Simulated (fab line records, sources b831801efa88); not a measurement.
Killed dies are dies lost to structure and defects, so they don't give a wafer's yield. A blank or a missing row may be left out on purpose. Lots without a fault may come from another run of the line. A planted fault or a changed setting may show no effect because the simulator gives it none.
Which tool did it? | flow sky130 | 7 lots, 21 wafers sampled, at 2 steps of a route of 708

WHAT THE GAUGES READ, wafer by wafer
SKY_SONOS_TUNNEL_OVL_MEAS_08.
lot  | measured     | on         | SONOS_TUNNEL_OVL (nm)
L786 | day 12 06:38 | overlay-01 | -2.7 -1.2 -3.1
L788 | day 12 12:17 | overlay-01 | -0.1 0.4 -1.1
L790 | day 13 06:32 | overlay-02 | -4.5 -2.4 -1.9
L793 | day 13 20:47 | overlay-02 | -131.2 -131.9 -131.0
L798 | day 15 09:47 | overlay-02 | -0.4 -0.2 -0.5
L804 | day 17 06:44 | overlay-02 | -0.8 -0.2 -0.7
L806 | day 18 08:29 | overlay-02 | -1.8 -4.1 -3.5

WHICH TOOL RAN EACH LOT (tool, then ch and the chambers of the sampled wafers, then the start)
lot  | SKY_SONOS_TUNNEL_EXPOSE_04
L786 | iline_stepper-02 ch 0, day 11 19:08
L788 | iline_stepper-01 ch 0, day 12 00:39
L790 | iline_stepper-02 ch 0, day 12 17:37
L793 | iline_stepper-01 ch 0, day 13 08:36
L798 | iline_stepper-02 ch 0, day 14 21:19
L804 | iline_stepper-02 ch 0, day 16 15:54
L806 | iline_stepper-02 ch 0, day 17 17:17
- SKY_SONOS_TUNNEL_EXPOSE_04: exposes mask TUNM, target cd 410 nm.

THE ANSWER, worked out from the rows above alone
Rule: what is usual is taken from the lots themselves. Put in order of their means at a reading, lots are off if they are a third of the lots or fewer, leave a main group of 4 or more, and stand apart from it by a gap of 3 or more times the standard deviation of the main group's means; of several such gaps the widest counts. A main group whose means are all the same, to the digits that the tables above print for the reading, isn't used. A lot without any number at a reading at which 4 lots or more have one is off too. The other lots that the step has rows for count as sound.
Off: L793, at SKY_SONOS_TUNNEL_OVL_MEAS_08 (SONOS_TUNNEL_OVL). The main group: mean -1.6 nm, standard deviation 1.2.
A tool fits if, at a process step before that reading, it ran every lot that is off, and no sound lot after the first of them. The gauges at SKY_SONOS_TUNNEL_OVL_MEAS_08 are tried like those tools. One fits: iline_stepper-01 at SKY_SONOS_TUNNEL_EXPOSE_04. Its last sound lot is L788 (day 12 00:39), its first lot that is off L793 (day 13 08:36): a fault that began between those two fits.

WHAT THE SIMULATOR HAD PUT IN
Scanner matching overlay: iline_stepper-01, from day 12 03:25 on, at SKY_SONOS_TUNNEL_EXPOSE_04. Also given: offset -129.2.
Lots struck among those shown: L793. The rule above found the same.
